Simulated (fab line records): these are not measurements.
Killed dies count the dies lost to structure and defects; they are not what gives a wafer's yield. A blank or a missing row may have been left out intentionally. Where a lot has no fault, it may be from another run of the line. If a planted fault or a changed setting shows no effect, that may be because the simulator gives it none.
Which tool did it? / flow gf180mcu / at 1 step of a route of 602, 7 lots with 19 wafers sampled

== WHAT EACH GAUGE READ, for each wafer ==
GF_HV_LDD_CD_MEAS_19: the cd target is 400 nm.
lot=L780; measured=day 10 23:44; on=cdSem-02; cdNm (nm)=400.1 402.2 401.2
lot=L782; measured=day 11 14:08; on=cdSem-02; cdNm (nm)=397.4 396.7 399.3
lot=L787; measured=day 13 06:32; on=cdSem-01; cdNm (nm)=399.5 400.1
lot=L789; measured=day 13 20:04; on=cdSem-01; cdNm (nm)=398.3 401.1
lot=L797; measured=day 16 09:10; on=cdSem-02; cdNm (nm)=399.5 400.0 401.8
lot=L799; measured=day 17 05:01; on=cdSem-01; cdNm (nm)=403.1 403.6 405.0
lot=L802; measured=day 17 23:26; on=cdSem-01; cdNm (nm)=398.7 401.5 397.4

== WHAT TOOL EACH LOT RAN ON (gives the tool, then ch and the chambers of the sampled wafers, and finally the start) ==
The record shows no process step preceding these readings.

== THE ANSWER, worked out from the rows above alone ==
Rule: usual is defined by the lots themselves. Put in order of their means at a reading, lots are off if they are a third of the lots or fewer, leave a main group of 4 or more, and stand apart from it by a gap of 3 or more times the standard deviation of the main group's means; of several such gaps the widest counts. If all means in a main group match to the digits the tables above print for the reading, that group is not used. A lot without any number at a reading at which 4 lots or more have one is off too. All remaining lots with rows at the step are treated as sound.
No lot is off on any of the readings shown, so nothing can be concluded from this.

== WHAT THE SIMULATOR HAD PUT IN ==
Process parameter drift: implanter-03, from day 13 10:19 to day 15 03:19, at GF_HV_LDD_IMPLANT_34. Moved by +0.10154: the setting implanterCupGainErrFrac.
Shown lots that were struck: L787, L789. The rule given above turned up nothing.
